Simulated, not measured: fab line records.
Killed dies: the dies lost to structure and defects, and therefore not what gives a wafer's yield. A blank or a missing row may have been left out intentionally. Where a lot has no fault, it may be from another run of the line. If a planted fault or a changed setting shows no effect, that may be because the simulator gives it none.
Which of the tools did it? ; flow sfq_line ; Sampling: 14 lots, 42 wafers, 2 of 325 route steps

== WHAT EACH GAUGE READ, for each wafer ==
Not one reading of a measure or inspect step in the record can be checked against a usual standard deviation.

== TOOL THAT RAN EACH LOT (tool first, then ch and the chambers of the sampled wafers, then the start) ==
lot;SFQ_TRILAYER_L0_CAP_PECVD_011;SFQ_TRILAYER_L0_VIA_ETCH_VIA_ETCH_016
L395;pecvd-01 ch 0,1,2, day 4 13:56;rie_diel-04 ch 0,2, day 7 21:52
L396;pecvd-01 ch 0,1,2, day 4 18:44;rie_diel-02 ch 1,2,3, day 8 02:40
L397;pecvd-02 ch 0,1,2, day 5 02:28;rie_diel-03 ch 2,3, day 8 14:40
L398;pecvd-01 ch 0,1,2, day 5 07:16;rie_diel-03 ch 0,3, day 8 20:40
L399;pecvd-02 ch 1,2, day 5 10:53;rie_diel-03 ch 1,2, day 9 01:36
L400;pecvd-02 ch 0,1,2, day 5 18:04;rie_diel-04 ch 0,3, day 9 05:12
L401;pecvd-02 ch 0,1,2, day 6 00:04;rie_diel-04 ch 1,2, day 9 11:12
L402;pecvd-01 ch 0,1,2, day 6 08:29;rie_diel-03 ch 0,2,3, day 9 18:24
L405;pecvd-02 ch 0,1,2, day 6 18:05;rie_diel-04 ch 0,2,3, day 10 04:00
L406;pecvd-02 ch 0,1,2, day 7 01:17;rie_diel-04 ch 1,2,3, day 10 11:12
L409;pecvd-03 ch 0,1, day 7 17:53;rie_diel-04 ch 1,2,3, day 11 19:43
L414;pecvd-01 ch 0,1,2, day 9 03:36;rie_diel-03 ch 0,1,3, day 13 23:25
L416;pecvd-01 ch 0,1,2, day 9 09:36;rie_diel-02 ch 0,1,3, day 14 06:58
L417;pecvd-01 ch 0,2, day 9 14:24;rie_diel-03 ch 1,2,3, day 14 15:22
- SFQ_TRILAYER_L0_CAP_PECVD_011: deposits SiO2 from SiH4/N2O, time 13.333 s, target thk 60 nm.
- SFQ_TRILAYER_L0_VIA_ETCH_VIA_ETCH_016: etches SiO2 in CHF3, stops on MoNx KI, target depth 80 nm.

== WHAT THE TOOLS THEMSELVES READ (means of the sampled wafers that have a number; where no wafer has one, the mark that the record gives instead) ==
SFQ_TRILAYER_L0_CAP_PECVD_011. Usual: chamber_pressure_Torr 2.400 Torr, standard deviation 0.0054; heater_power_w 84 W, standard deviation 25; throttle_valve_pct 25.1 %, standard deviation 1.2.
lot;tool;chamber_pressure_Torr (Torr);heater_power_w (W);throttle_valve_pct (%);flag
L395;pecvd-01;2.403;84;24.3;
L396;pecvd-01;2.397;85;24.5;
L397;pecvd-02;2.396;83;26.0;
L398;pecvd-01;2.398;82;24.4;
L399;pecvd-02;2.402;61;26.4;
L400;pecvd-02;2.398;86;25.8;
L401;pecvd-02;2.402;86;25.8;
L402;pecvd-01;2.397;87;24.6;
L405;pecvd-02;2.400;85;25.8;
L406;pecvd-02;2.395;87;25.8;
L409;pecvd-03;2.402;73;23.9;
L414;pecvd-01;2.404;83;24.8;
L416;pecvd-01;2.399;79;24.7;
L417;pecvd-01;2.402;69;25.3;

SFQ_TRILAYER_L0_VIA_ETCH_VIA_ETCH_016. Usual: drypump_motor_current_A 6.0 A, standard deviation 0.4; oes_product_au 0.841 a.u., standard deviation 0.0072.
lot;tool;drypump_motor_current_A (A);oes_product_au (a.u.);flag
L395;rie_diel-04;6.1;0.840;
L396;rie_diel-02;5.8;0.836;
L397;rie_diel-03;6.2;0.844;
L398;rie_diel-03;6.6;0.847;
L399;rie_diel-03;6.1;0.846;
L400;rie_diel-04;5.8;0.845;
L401;rie_diel-04;6.2;0.839;
L402;rie_diel-03;6.4;0.849;
L405;rie_diel-04;5.9;0.802;OFF
L406;rie_diel-04;6.1;0.797;OFF
L409;rie_diel-04;6.0;0.838;
L414;rie_diel-03;6.4;0.839;
L416;rie_diel-02;5.4;0.838;
L417;rie_diel-03;6.2;0.839;

== THE ANSWER, worked out from the rows above alone ==
Rule: a lot counts as off when the mean over its wafers that have a number is more than 3 standard deviations away from the usual mean. Also off: a lot with no number at a reading for which 4 or more lots have one. All remaining lots with rows at the step are treated as sound. Order of review: gauges by route order, followed by the tools' own readings, for which a lot's mean as printed above is used. The first step at which some lot is off is used, and at that step the reading that is off furthest; a lot without a number counts as furthest.
Off, at SFQ_TRILAYER_L0_VIA_ETCH_VIA_ETCH_016 on oes_product_au: L405, L406.
A tool fits if, at that step or a process step before it, it ran every lot that is off, and no sound lot after the first of them. One fits: pecvd-02 at SFQ_TRILAYER_L0_CAP_PECVD_011. A fault onset in the window from L401 (day 6 00:04, its last sound lot) to L405 (day 6 18:05, its first lot off) fits.

== WHAT THE SIMULATOR HAD PUT IN ==
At SFQ_TRILAYER_L0_CAP_PECVD_011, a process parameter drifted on pecvd-02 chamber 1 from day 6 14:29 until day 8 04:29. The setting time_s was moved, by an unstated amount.
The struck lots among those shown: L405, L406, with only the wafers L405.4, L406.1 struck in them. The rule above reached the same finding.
